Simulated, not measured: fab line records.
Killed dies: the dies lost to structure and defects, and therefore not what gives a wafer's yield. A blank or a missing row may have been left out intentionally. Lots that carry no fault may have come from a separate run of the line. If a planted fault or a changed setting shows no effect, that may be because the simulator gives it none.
fab line records	flow sky130
[record] lots = 7	wafers = 21	last-day = 49
route steps=708 shown VIA4@660 METAL5@661 PAD_OPEN@708
lots untouched by any fault: they come from a run of this same line in which no faults occurred
start-h: hours from the record's opening day to when the first of the lot's shown wafers began	wait-h: hours from the lot's prior step to this one	" the same as in the row above	L1.1+2: one row covering several wafers at once	- no value, or no start given	* or withheld: withheld	< > ~ a bound
route shown NAME@n: names a module that has steps shown in the file, with the first one's number in the route	usual: average and standard deviation across the fault-free wafers	same: alike in all rows	chamber/n: place in a boat	sites: each site's reading	_std_site: how widely they spread, as a standard deviation	_edge_site: the outer-site mean with the inner-site mean subtracted	radius-mm: how far each site lies from the wafer's centre	mask NAME#n: copy n	behind: the last tool/chamber to shape the wafer	hold: why the lot went on hold/how many hours it stayed there/how the hold came to an end	device: the transistor (n, p or np) that didn't switch	end of line: the route-end tests of the same wafers	a step without rows: its recipe alone	killed: dies lost to structure and defects at the first sort, not the wafer's yield	map: a wafer's dies, x killed, . not, _ none there
set.NAME: the setting that was run; set.NAME@STEP: the one run at that earlier step	model.NAME: the simulator's own value behind a step, which no gauge read
lots at some steps of the route; a table a step, a row a wafer
services: a tool's chamber out of use, with start hour (start-h, from the record's first day; less than 0 if before it), hours out, and reason
[[steps]]
[step SKY_VIA4_CMP_21]
[recipe] stop-on = SiO2	t-overpolish-s = 25	down-force-psi = 3.5	platen-rpm = 60	target-thk-nm = 0	pad-velocity-m-s = 0.94248
[step SKY_METAL5_SPUTTER_00]
[recipe] material = Ti	target-thk-nm = 15	power-w = 3000	time-s = 10	chamber-pressure-pa = 0.4
[usual] throttle-valve-pct = 30.2/0.86
lot.wafer	tool	chamber	start-h	wait-h	throttle-valve-pct
L350.1	pvd-sputter-03	-	1006.87	0.1	30.6
L350.3	"	-	"	"	31.7
L350.6	"	-	"	"	32.0
L356.1	pvd-sputter-03	-	1053.18	0.2	29.9
L356.3	"	-	"	"	30.6
L356.6	"	-	"	"	29.8
L360.2	pvd-sputter-01	-	1076.05	0.1	29.5
L360.5	"	-	"	"	31.4
L360.6	"	-	"	"	29.9
L358.2	pvd-sputter-03	-	1080.51	0.2	29.4
L358.3	"	-	"	"	32.2
L358.4	"	-	"	"	29.7
L361.1	pvd-sputter-01	-	1083.48	0.2	29.3
L361.5	"	-	"	"	29.6
L361.6	"	-	"	"	30.0
L362.1	pvd-sputter-01	-	1096.22	0.1	29.4
L362.3	"	-	"	"	29.5
L362.4	"	-	"	"	31.4
L363.1	pvd-sputter-03	-	1110.45	0.1	30.5
L363.3	"	-	"	"	32.0
L363.4	"	-	"	"	30.6
[step SKY_METAL5_SPUTTER_01]
[recipe] material = TiN	target-thk-nm = 20	power-w = 6500	time-s = 16.7	chamber-pressure-pa = 0.4
[usual] throttle-valve-pct = 30.2/0.87
lot.wafer	tool	chamber	start-h	wait-h	throttle-valve-pct
L350.1	pvd-sputter-03	-	1006.89	0.0	30.4
L350.3	"	-	"	"	32.2
L350.6	"	-	"	"	31.8
L356.1	pvd-sputter-03	-	1053.20	0.0	29.8
L356.3	"	-	"	"	30.6
L356.6	"	-	"	"	29.9
L360.2	pvd-sputter-01	-	1076.07	0.0	29.3
L360.5	"	-	"	"	31.5
L360.6	"	-	"	"	29.6
L358.2	pvd-sputter-03	-	1080.53	0.0	29.6
L358.3	"	-	"	"	32.2
L358.4	"	-	"	"	29.7
L361.1	pvd-sputter-01	-	1083.50	0.0	29.3
L361.5	"	-	"	"	29.3
L361.6	"	-	"	"	29.6
L362.1	pvd-sputter-01	-	1096.24	0.0	29.6
L362.3	"	-	"	"	29.4
L362.4	"	-	"	"	31.5
L363.1	pvd-sputter-03	-	1110.47	0.0	30.7
L363.3	"	-	"	"	32.0
L363.4	"	-	"	"	30.8
[step SKY_METAL5_SPUTTER_02]
[recipe] material = AlCu	target-thk-nm = 1150	power-w = 10600	time-s = 61.2	chamber-pressure-pa = 0.4
[step SKY_METAL5_SPUTTER_03]
[recipe] material = Ti	target-thk-nm = 5	power-w = 3000	time-s = 3.393	chamber-pressure-pa = 0.4
[usual] throttle-valve-pct = 30.2/0.84
lot.wafer	tool	chamber	start-h	wait-h	throttle-valve-pct
L350.1	pvd-sputter-03	-	1006.97	0.0	30.5
L350.3	"	-	"	"	32.1
L350.6	"	-	"	"	32.0
L356.1	pvd-sputter-03	-	1053.28	0.0	30.0
L356.3	"	-	"	"	30.5
L356.6	"	-	"	"	30.1
L360.2	pvd-sputter-01	-	1076.15	0.0	29.6
L360.5	"	-	"	"	31.5
L360.6	"	-	"	"	29.9
L358.2	pvd-sputter-03	-	1080.61	0.0	29.4
L358.3	"	-	"	"	31.9
L358.4	"	-	"	"	29.9
L361.1	pvd-sputter-01	-	1083.58	0.0	29.4
L361.5	"	-	"	"	29.2
L361.6	"	-	"	"	29.8
L362.1	pvd-sputter-01	-	1096.32	0.0	29.3
L362.3	"	-	"	"	29.4
L362.4	"	-	"	"	31.3
L363.1	pvd-sputter-03	-	1110.55	0.0	30.7
L363.3	"	-	"	"	31.9
L363.4	"	-	"	"	30.6
[step SKY_METAL5_SPUTTER_04]
[recipe] material = TiN	target-thk-nm = 70	power-w = 6500	time-s = 58.3	chamber-pressure-pa = 0.4
[usual] throttle-valve-pct = 30.2/0.85
lot.wafer	tool	chamber	start-h	wait-h	throttle-valve-pct
L350.1	pvd-sputter-03	-	1006.98	0.0	30.4
L350.3	"	-	"	"	32.1
L350.6	"	-	"	"	32.1
L356.1	pvd-sputter-03	-	1053.30	0.0	29.8
L356.3	"	-	"	"	30.6
L356.6	"	-	"	"	30.0
L360.2	pvd-sputter-01	-	1076.16	0.0	29.5
L360.5	"	-	"	"	31.4
L360.6	"	-	"	"	29.8
L358.2	pvd-sputter-03	-	1080.62	0.0	29.3
L358.3	"	-	"	"	31.8
L358.4	"	-	"	"	29.7
L361.1	pvd-sputter-01	-	1083.60	0.0	29.4
L361.5	"	-	"	"	29.4
L361.6	"	-	"	"	29.7
L362.1	pvd-sputter-01	-	1096.34	0.0	29.5
L362.3	"	-	"	"	29.0
L362.4	"	-	"	"	31.4
L363.1	pvd-sputter-03	-	1110.57	0.0	30.6
L363.3	"	-	"	"	31.7
L363.4	"	-	"	"	30.5
[step SKY_METAL5_RS_MEAS_05]
[recipe] thk-meas-gauge = four-point-probe	reads = TiN_of_METAL5_SPUTTER_04+Ti_of_METAL5_SPUTTER_03+AlCu_of_METAL5_SPUTTER_02+TiN_of_METAL5_SPUTTER_01+Ti_of_METAL5_SPUTTER_00
[usual] METAL5_ALCU_RS = 0.0272/0.00032
lot.wafer	tool	chamber	start-h	wait-h	METAL5_ALCU_RS[ohm/sq]
L350.1	film-metro-03	-	1007.05	0.0	0.0273
L350.3	"	-	"	"	0.0272
L350.6	"	-	"	"	0.0275
L356.1	film-metro-02	-	1053.35	0.0	0.0275
L356.3	"	-	"	"	0.0269
L356.6	"	-	"	"	0.0274
L360.2	film-metro-03	-	1076.23	0.0	0.0268
L360.5	"	-	"	"	0.0274
L360.6	"	-	"	"	0.0270
L358.2	film-metro-03	-	1080.69	0.0	0.0268
L358.3	"	-	"	"	0.0270
L358.4	"	-	"	"	0.0272
L361.1	film-metro-03	-	1083.65	0.0	0.0275
L361.5	"	-	"	"	0.0272
L361.6	"	-	"	"	0.0272
L362.1	film-metro-01	-	1096.39	0.0	0.0276
L362.3	"	-	"	"	0.0275
L362.4	"	-	"	"	0.0280
L363.1	film-metro-02	-	1110.62	0.0	0.0271
L363.3	"	-	"	"	0.0277
L363.4	"	-	"	"	0.0272
[step SKY_METAL5_THK_MEAS_06]
[recipe] thk-meas-gauge = xrf	reads = AlCu_of_METAL5_SPUTTER_02
[usual] METAL5_ALCU_THK = 1152/13
lot.wafer	tool	chamber	start-h	wait-h	METAL5_ALCU_THK[nm]
L350.1	film-metro-03	-	1007.17	0.1	1146
L350.3	"	-	"	"	1154
L350.6	"	-	"	"	1135
L356.1	film-metro-02	-	1053.47	0.1	1136
L356.3	"	-	"	"	1158
L356.6	"	-	"	"	1138
L360.2	film-metro-03	-	1076.34	0.1	1175
L360.5	"	-	"	"	1142
L360.6	"	-	"	"	1170
L358.2	film-metro-03	-	1080.80	0.1	1171
L358.3	"	-	"	"	1157
L358.4	"	-	"	"	1146
L361.1	film-metro-03	-	1083.77	0.1	1140
L361.5	"	-	"	"	1158
L361.6	"	-	"	"	1150
L362.1	film-metro-01	-	1096.51	0.1	1138
L362.3	"	-	"	"	1155
L362.4	"	-	"	"	1127
L363.1	film-metro-02	-	1110.74	0.1	1158
L363.3	"	-	"	"	1138
L363.4	"	-	"	"	1156
[step SKY_METAL5_DEHYDRATE_07]
[recipe] temp-c = 200	time-s = 60
[step SKY_METAL5_HMDS_08]
[recipe] prime-time-s = 60	prime-temp-c = 120
[step SKY_METAL5_COAT_09]
[recipe] resist = NOVOLAK	spin-rpm = 3000	resist-thk-nm = 1800
[step SKY_METAL5_SOFTBAKE_10]
[recipe] temp-c = 90	time-s = 60	resist = NOVOLAK
[step SKY_METAL5_EXPOSE_11]
[recipe] mask-id = MM5	na = 0.6	source-shape = conventional	sigma-outer = 0.6	polarization = unpolarized	target-cd-nm = 1600	dose-mj = 190
[usual] exposure-dose-mJ-cm2 = 190.01/0.17
lot.wafer	tool	chamber	start-h	wait-h	mask	exposure-dose-mJ-cm2
L350.1	iline-stepper-02	0	1018.63	-	MM5#0	189.82
L350.3	"	0	"	"	MM5#0	189.86
L350.6	"	0	"	"	MM5#0	189.91
L356.1	iline-stepper-02	0	1063.69	-	MM5#0	190.09
L356.3	"	0	"	"	MM5#0	190.29
L356.6	"	0	"	"	MM5#0	189.98
L360.2	iline-stepper-01	0	1085.18	-	MM5#0	190.20
L360.5	"	0	"	"	MM5#0	189.94
L360.6	"	0	"	"	MM5#0	189.98
L358.2	iline-stepper-02	0	1091.30	-	MM5#0	190.08
L358.3	"	0	"	"	MM5#0	190.08
L358.4	"	0	"	"	MM5#0	190.07
L361.1	iline-stepper-01	0	1094.88	-	MM5#0	173.13
L361.5	"	0	"	"	MM5#0	173.15
L361.6	"	0	"	"	MM5#0	172.96
L362.1	iline-stepper-01	0	1105.74	-	MM5#0	172.88
L362.3	"	0	"	"	MM5#0	172.91
L362.4	"	0	"	"	MM5#0	172.75
L363.1	iline-stepper-01	0	1120.10	-	MM5#0	172.84
L363.3	"	0	"	"	MM5#0	172.98
L363.4	"	0	"	"	MM5#0	172.56
[step SKY_METAL5_PEB_12]
[recipe] temp-c = withheld	time-s = *	resist = NOVOLAK
[step SKY_METAL5_DEVELOP_13]
[recipe] resist = NOVOLAK	developer = TMAH	develop-time-s = 60	dev-temp-c = 23
[step SKY_METAL5_DESCUM_14]
[recipe] chemistry = O2	source-power-w = 150	bias-power-w = 0	pressure-mtorr = 10	temp-c = 40	time-s = 11
[usual] drypump-motor-current-A = 5.96/0.2	oes-product-au = 0.997/0.0095
lot.wafer	tool	chamber	start-h	wait-h	drypump-motor-current-A	oes-product-au	rf-hours-counter-h	model.METAL5.cd-nm
L350.1	rie-metal-01	1	1029.81	0.1	5.97	0.995	10	1600
L350.3	"	1	"	"	5.99	1.002	-	1599
L350.6	"	0	"	"	5.59	1.012	-	1595
L356.1	rie-metal-04	1	1074.56	0.1	6.12	1.007	23	1602
L356.3	"	0	"	"	6.09	0.988	-	1604
L356.6	"	0	"	"	6.11	0.987	-	1603
L360.2	rie-metal-03	0	1095.06	0.1	6.09	0.991	20	1595
L360.5	"	1	"	"	5.64	0.998	-	1594
L360.6	"	0	"	"	6.10	0.991	-	1597
L358.2	rie-metal-01	0	1101.01	0.1	5.59	1.012	25	1597
L358.3	"	0	"	"	5.59	1.021	-	1601
L358.4	"	1	"	"	6.01	0.995	-	1597
L361.1	rie-metal-01	0	1104.14	0.1	5.63	1.001	26	1625
L361.5	"	0	"	"	5.59	1.012	-	1625
L361.6	"	1	"	"	5.99	0.985	-	1626
L362.1	rie-metal-03	0	1115.64	0.1	6.08	0.999	21	1629
L362.3	"	1	"	"	5.63	0.998	-	1630
L362.4	"	0	"	"	6.09	0.991	-	1629
L363.1	rie-metal-03	0	1129.16	0.1	6.10	1.000	22	1630
L363.3	"	1	"	"	5.63	0.989	-	1627
L363.4	"	0	"	"	6.08	1.004	-	1630
[step SKY_METAL5_METAL_ETCH_15]
[recipe] target-depth-a = 12600	stop-on = SiO2	over-etch-frac = 0.2	time-s = 252	chemistry = Cl2/BCl3	resist-sidewall-deg = 86	pressure-mtorr = 10	icp-w = 900	bias-w = 48.5	Cl2_flow_sccm = 60	bcl3-flow-sccm = 30
[usual] drypump-motor-current-A = 5.96/0.19	oes-product-au = 0.894/0.0052	throttle-valve-pct = 22.264/0.0088
lot.wafer	tool	chamber	start-h	wait-h	drypump-motor-current-A	oes-product-au	rf-hours-counter-h	throttle-valve-pct	model.METAL5.cd-nm
L350.1	rie-metal-01	1	1029.84	0.0	5.98	0.891	10	22.254	1592
L350.3	"	1	"	"	6.01	0.888	-	22.265	1596
L350.6	"	0	"	"	5.61	0.888	-	22.260	1593
L356.1	rie-metal-04	1	1074.59	0.0	6.11	0.901	23	22.273	1600
L356.3	"	0	"	"	6.07	0.897	-	22.272	1603
L356.6	"	0	"	"	6.06	0.894	-	22.262	1594
L360.2	rie-metal-03	0	1095.09	0.0	6.08	0.887	20	22.276	1589
L360.5	"	1	"	"	5.64	0.898	-	22.272	1584
L360.6	"	0	"	"	6.09	0.891	-	22.262	1595
L358.2	rie-metal-01	0	1101.04	0.0	5.62	0.902	25	22.262	1595
L358.3	"	0	"	"	5.61	0.885	-	22.251	1596
L358.4	"	1	"	"	6.01	0.890	-	22.257	1592
L361.1	rie-metal-01	0	1104.17	0.0	5.61	0.896	26	22.255	1625
L361.5	"	0	"	"	5.60	0.891	-	22.258	1626
L361.6	"	1	"	"	5.99	0.899	-	22.250	1620
L362.1	rie-metal-03	0	1115.67	0.0	6.07	0.888	21	22.259	1635
L362.3	"	1	"	"	5.63	0.892	-	22.272	1625
L362.4	"	0	"	"	6.10	0.896	-	22.252	1632
L363.1	rie-metal-03	0	1129.19	0.0	6.09	0.892	22	22.272	1626
L363.3	"	1	"	"	5.64	0.897	-	22.284	1620
L363.4	"	0	"	"	6.06	0.890	-	22.254	1633
[step SKY_METAL5_STRIP_16]
[recipe] chemistry = O2/N2	power-w = 1400	pressure-mtorr = 1500	platen-temp-c = withheld	o2-flow-sccm = 3000	n2-flow-sccm = 300	overash-fraction = 0.5
[usual] drypump-motor-current-A = 5.5/0.45	oes-product-au = 0.710/0.0044	strip-time-to-endpoint-s = 13.11/0.12
lot.wafer	tool	chamber	start-h	wait-h	drypump-motor-current-A	oes-product-au	rf-hours-counter-h	strip-time-to-endpoint-s
L350.1	plasma-asher-04	1	1030.08	0.2	5.9	0.708	117	13.16
L350.3	"	0	"	"	5.0	0.710	-	13.17
L350.6	"	0	"	"	5.0	0.703	-	12.87
L356.1	plasma-asher-02	0	1074.83	0.2	5.1	0.703	33	13.06
L356.3	"	1	"	"	4.9	0.706	-	13.04
L356.6	"	0	"	"	5.0	0.710	-	13.06
L360.2	plasma-asher-03	1	1095.33	0.2	6.0	0.712	69	13.20
L360.5	"	0	"	"	5.8	0.709	-	13.10
L360.6	"	1	"	"	6.0	0.712	-	13.12
L358.2	plasma-asher-02	1	1101.28	0.2	4.9	0.708	36	12.89
L358.3	"	0	"	"	5.0	0.700	-	12.93
L358.4	"	1	"	"	5.0	0.714	-	13.06
L361.1	plasma-asher-03	0	1104.41	0.2	5.8	0.711	70	12.98
L361.5	"	0	"	"	5.8	0.706	-	12.94
L361.6	"	1	"	"	6.0	0.706	-	13.11
L362.1	plasma-asher-03	0	1115.91	0.2	5.8	0.710	71	13.00
L362.3	"	0	"	"	5.8	0.711	-	13.19
L362.4	"	1	"	"	6.0	0.707	-	13.14
L363.1	plasma-asher-02	1	1129.43	0.2	4.9	0.701	38	13.14
L363.3	"	0	"	"	5.0	0.712	-	13.40
L363.4	"	1	"	"	4.9	0.714	-	13.19
[step SKY_PAD_OPEN_PROBE_99]
[usual] defect-limited-yield = 82.5/1.8	killed_at_M0_to_M3 = 43/6.5	killed_at_M4_up = 3.1/1.8	killed-at-contacts = 24/4.8	killed-at-front-end = 15/4.7	killed-at-other = 0.3/0.58	killed-dies = 86/8.6	killed-open = 47/6.7	killed-short = 39/6.1	sort_bin_3_pad_short = 0.8/0.38	sort_bin_5_function = 10.4/1.3	sort_bin_6_memory = 6.2/1.1	sort-n-pass = 406/8.6	sort-yield-pct = 82.5/1.8
[same] gross-dies = 492	killed-at-back-side = 0	sort_bin_4_leakage[%] = 0	sort_bin_8_speed[%] = 0
lot.wafer	tool	chamber	start-h	wait-h	defect-limited-yield[%]	killed_at_M0_to_M3	killed_at_M4_up	killed-at-contacts	killed-at-front-end	killed-at-other	killed-dies	killed-open	killed-short	sort_bin_3_pad_short[%]	sort_bin_5_function[%]	sort_bin_6_memory[%]	sort-n-pass	sort-yield-pct[%]	model.etest.met5.width-nm
L350.1	prober-01	-	1075.70	0.1	79.9	50	0	27	21	1	99	46	53	0.8	10.4	8.9	393	79.9	1592
L350.3	prober-01	-	1075.80	0.2	82.9	36	3	28	17	0	84	42	42	1.2	10.0	5.9	408	82.9	1595
L350.6	prober-01	-	1075.95	0.2	81.7	42	2	25	19	2	90	47	43	1.0	10.6	6.7	402	81.7	1594
L356.1	prober-02	-	1117.04	0.1	82.5	42	0	17	27	0	86	45	41	1.4	10.4	5.7	406	82.5	1600
L356.3	prober-02	-	1117.14	0.2	83.1	48	0	22	13	0	83	55	28	0.6	10.0	6.3	409	83.1	1606
L356.6	prober-02	-	1117.29	0.2	81.1	39	2	26	25	1	93	47	46	0.8	11.0	7.1	399	81.1	1593
L360.2	prober-01	-	1137.48	0.1	82.1	43	3	15	26	1	88	48	40	0.4	11.0	6.5	404	82.1	1590
L360.5	prober-01	-	1137.63	0.2	83.1	38	1	23	20	1	83	45	38	0.6	10.2	6.1	409	83.1	1582
L360.6	prober-01	-	1137.68	0.2	83.3	47	0	22	13	0	82	51	31	0.6	10.6	5.5	410	83.3	1599
L358.2	prober-01	-	1143.48	0.1	82.3	41	4	32	10	0	87	55	32	0.6	12.2	4.9	405	82.3	1595
L358.3	prober-01	-	1143.53	0.2	84.8	37	2	20	16	0	75	43	32	0.6	7.7	6.9	417	84.8	1598
L358.4	prober-01	-	1143.58	0.2	79.5	47	3	28	22	1	101	46	55	1.4	11.2	7.9	391	79.5	1593
L361.1	prober-01	-	1145.41	0.1	84.6	28	1	22	25	0	76	39	37	0.6	9.6	5.3	416	84.6	1626
L361.5	prober-01	-	1145.61	0.2	81.9	44	1	23	21	0	89	52	37	1.0	10.2	6.9	403	81.9	1624
L361.6	prober-01	-	1145.66	0.2	79.1	48	2	25	28	0	103	62	41	0.8	12.6	7.5	389	79.1	1618
L362.1	prober-02	-	1157.07	0.1	84.3	31	2	22	22	0	77	41	36	1.0	8.5	6.1	415	84.3	1632
L362.3	prober-02	-	1157.17	0.2	78.5	46	2	36	20	2	106	64	42	0	12.0	9.6	386	78.5	1623
L362.4	prober-02	-	1157.22	0.2	80.3	43	5	29	20	0	97	45	52	0.8	12.6	6.3	395	80.3	1635
L363.1	prober-01	-	1168.70	0.1	83.7	43	3	24	10	0	80	44	36	1.0	9.1	6.1	412	83.7	1624
L363.3	prober-01	-	1168.80	0.2	85.4	39	3	22	6	2	72	36	36	0.8	8.1	5.7	420	85.4	1624
L363.4	prober-01	-	1168.85	0.2	80.5	59	2	23	12	0	96	54	42	0.4	11.0	8.1	396	80.5	1632
// killed by level:class
L350.1 FIELD_ISO:geometric-particle:short=8 CONTACT:geometric-particle:open=8 VIA2:geometric-particle:open=8 METAL2:geometric-particle:short=7 VIA1:geometric-particle:open=7 VIA3:geometric-particle:short=7 LI_CONTACT:geometric-particle:short=6 LI_CONTACT:geometric-particle:open=6
L350.3 CONTACT:geometric-particle:open=10 POLY_GATE:geometric-particle:short=8 VIA1:geometric-particle:open=8 LI_CONTACT:geometric-particle:open=7 LI_CONTACT:geometric-particle:short=5 VIA3:geometric-particle:open=5 METAL2:geometric-particle:open=4 VIA1:geometric-particle:short=4
L350.6 CONTACT:geometric-particle:open=9 VIA1:geometric-particle:short=8 METAL2:geometric-particle:short=8 VIA3:geometric-particle:open=8 VIA1:geometric-particle:open=7 LI_CONTACT:geometric-particle:open=6 FIELD_ISO:geometric-particle:open=5 LOCAL_INTERCONNECT:geometric-particle:short=5
L356.1 VIA2:geometric-particle:open=10 FIELD_ISO:geometric-particle:short=9 CONTACT:geometric-particle:short=7 FIELD_ISO:geometric-particle:open=6 VIA1:geometric-particle:open=6 POLY_GATE:geometric-particle:open=5 LI_CONTACT:geometric-particle:open=5 VIA3:geometric-particle:open=5
L356.3 CONTACT:geometric-particle:open=13 METAL1:geometric-particle:short=9 VIA2:geometric-particle:open=9 VIA1:geometric-particle:open=7 FIELD_ISO:geometric-particle:open=6 LI_CONTACT:geometric-particle:open=6 METAL1:geometric-particle:open=6 VIA2:geometric-particle:short=6
L356.6 VIA1:geometric-particle:open=10 CONTACT:geometric-particle:open=9 POLY_GATE:geometric-particle:short=8 FIELD_ISO:geometric-particle:open=6 CONTACT:geometric-particle:short=6 VIA1:geometric-particle:short=6 METAL2:geometric-particle:short=6 LI_CONTACT:geometric-particle:open=5
L360.2 VIA1:geometric-particle:open=9 FIELD_ISO:geometric-particle:short=8 VIA2:geometric-particle:open=7 CONTACT:geometric-particle:open=6 METAL3:geometric-particle:short=6 VIA1:geometric-particle:short=5 VIA3:geometric-particle:open=5 FIELD_ISO:geometric-particle:open=4
L360.5 VIA1:geometric-particle:open=13 CONTACT:geometric-particle:open=8 LI_CONTACT:geometric-particle:open=5 LOCAL_INTERCONNECT:geometric-particle:short=5 METAL2:geometric-particle:short=5 FIELD_ISO:geometric-particle:short=4 FIELD_ISO:geometric-particle:open=4 POLY_GATE:geometric-particle:short=4
L360.6 CONTACT:geometric-particle:open=10 VIA1:geometric-particle:open=10 VIA2:geometric-particle:open=8 LI_CONTACT:geometric-particle:open=6 METAL1:geometric-particle:short=6 METAL2:geometric-particle:short=6 VIA3:geometric-particle:open=6 VIA1:geometric-particle:short=5
L358.2 VIA1:geometric-particle:open=14 CONTACT:geometric-particle:open=11 VIA3:geometric-particle:open=10 LI_CONTACT:geometric-particle:open=9 CONTACT:geometric-particle:short=7 FIELD_ISO:geometric-particle:short=5 LOCAL_INTERCONNECT:geometric-particle:short=4 VIA2:geometric-particle:open=4
L358.3 VIA1:geometric-particle:open=10 FIELD_ISO:geometric-particle:short=7 CONTACT:geometric-particle:short=7 VIA2:geometric-particle:open=7 CONTACT:geometric-particle:open=6 VIA3:geometric-particle:open=6 LOCAL_INTERCONNECT:geometric-particle:open=3 METAL1:geometric-particle:short=3
L358.4 CONTACT:geometric-particle:open=15 VIA1:geometric-particle:short=8 CONTACT:geometric-particle:short=8 METAL2:geometric-particle:short=8 METAL3:geometric-particle:short=7 FIELD_ISO:geometric-particle:open=5 FIELD_ISO:geometric-particle:short=5 SPACER:geometric-particle:short=5
L361.1 CONTACT:geometric-particle:open=9 FIELD_ISO:geometric-particle:short=8 VIA1:geometric-particle:open=7 FIELD_ISO:geometric-particle:open=6 METAL1:geometric-particle:short=6 VIA3:geometric-particle:open=6 POLY_GATE:geometric-particle:short=5 LI_CONTACT:geometric-particle:open=4
L361.5 VIA1:geometric-particle:open=12 VIA3:geometric-particle:open=10 FIELD_ISO:geometric-particle:short=7 FIELD_ISO:geometric-particle:open=7 LI_CONTACT:geometric-particle:open=7 CONTACT:geometric-particle:open=6 CONTACT:geometric-particle:short=5 VIA3:geometric-particle:short=5
L361.6 VIA1:geometric-particle:open=12 CONTACT:geometric-particle:open=12 FIELD_ISO:geometric-particle:open=10 VIA1:geometric-particle:short=7 LI_CONTACT:geometric-particle:open=7 METAL2:geometric-particle:short=7 POLY_GATE:geometric-particle:open=6 FIELD_ISO:geometric-particle:short=5
L362.1 LI_CONTACT:geometric-particle:open=11 POLY_GATE:geometric-particle:short=9 METAL1:geometric-particle:short=7 VIA2:geometric-particle:open=7 CONTACT:geometric-particle:open=7 FIELD_ISO:geometric-particle:short=6 VIA1:geometric-particle:open=6 FIELD_ISO:geometric-particle:open=3
L362.3 VIA1:geometric-particle:open=18 LI_CONTACT:geometric-particle:open=11 CONTACT:geometric-particle:open=10 VIA2:geometric-particle:open=7 POLY_GATE:geometric-particle:open=5 METAL2:geometric-particle:short=5 CONTACT:geometric-particle:short=5 METAL1:geometric-particle:short=5
L362.4 CONTACT:geometric-particle:open=9 METAL1:geometric-particle:short=8 LOCAL_INTERCONNECT:geometric-particle:short=6 VIA1:geometric-particle:open=6 METAL2:geometric-particle:short=6 POLY_GATE:geometric-particle:short=5 VIA2:geometric-particle:short=5 VIA2:geometric-particle:open=5
L363.1 VIA1:geometric-particle:open=16 CONTACT:geometric-particle:open=9 VIA1:geometric-particle:short=8 LI_CONTACT:geometric-particle:open=6 POLY_GATE:geometric-particle:short=5 CONTACT:geometric-particle:short=4 METAL2:geometric-particle:short=4 VIA2:geometric-particle:open=4
L363.3 VIA1:geometric-particle:open=9 CONTACT:geometric-particle:open=7 METAL2:geometric-particle:short=6 CONTACT:geometric-particle:short=6 VIA3:geometric-particle:open=6 LI_CONTACT:geometric-particle:open=5 METAL1:geometric-particle:short=5 VIA1:geometric-particle:short=5
L363.4 CONTACT:geometric-particle:open=14 VIA2:geometric-particle:open=12 VIA1:geometric-particle:open=11 VIA1:geometric-particle:short=8 VIA3:geometric-particle:short=6 METAL3:geometric-particle:short=5 VIA3:geometric-particle:open=4 VIA2:geometric-particle:short=4
[[services]]
tool	chamber	start-h	hours	kind
rie-metal-04	-	988.89	2.8	pm
rie-metal-01	-	989.50	1.4	pm
plasma-asher-04	-	1002.51	14.0	repair
iline-stepper-01	-	1006.10	1.7	pm
plasma-asher-02	-	1008.19	2.8	pm
iline-stepper-01	-	1021.59	2.2	repair
plasma-asher-04	-	1055.25	9.0	pm
plasma-asher-04	0	1055.25	9.0	vent-cycle
plasma-asher-04	1	1055.25	9.0	vent-cycle
plasma-asher-02	-	1063.33	0.8	repair
plasma-asher-04	0	1064.25	-	clean
rie-metal-03	-	1069.41	0.6	repair
plasma-asher-04	-	1070.68	2.0	repair
iline-stepper-02	-	1074.58	12.1	repair
iline-stepper-02	-	1091.42	1.6	repair
pvd-sputter-03	2	1096.96	-	consumable-replace:kit
pvd-sputter-03	2	1096.96	18.0	scheduled-down
pvd-sputter-03	2	1096.96	18.0	vent-cycle
pvd-sputter-01	0	1101.86	-	consumable-replace:kit
pvd-sputter-01	0	1101.86	18.0	scheduled-down
pvd-sputter-01	0	1101.86	18.0	vent-cycle
rie-metal-04	-	1105.95	0.7	repair
rie-metal-01	0	1119.43	25.7	repair
rie-metal-03	-	1121.55	0.8	repair
[[key]]
[first-sign] step = SKY_METAL5_EXPOSE_11	reading = exposure-dose-mJ-cm2	direction = down	sigmas = 99+	usual = *	struck = *
effect none on later readings
[model-effect] step = SKY_METAL5_DESCUM_14	value = METAL5.cd-nm	without = 1601	struck = 1628
[model-effect] step = SKY_METAL5_METAL_ETCH_15	value = METAL5.cd-nm	without = 1600	struck = 1627
[model-effect] step = SKY_PAD_OPEN_PROBE_99	value = etest.met5.width-nm	without = 1600	struck = 1626
met-at SKY_METAL5_EXPOSE_11
struck-wafers L361.1,L361.5,L361.6,L362.1,L362.3,L362.4,L363.1,L363.3,L363.4
onset-between 1085.18 1094.88
[fault] kind = process-parameter-drift	tool = iline-stepper-01	chamber = -	onset-h = 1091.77	steps = SKY_METAL5_EXPOSE_11	channel = dose-mj	offset = -16.973	shape = step	acts-in = these-recipes-only	stated = 190
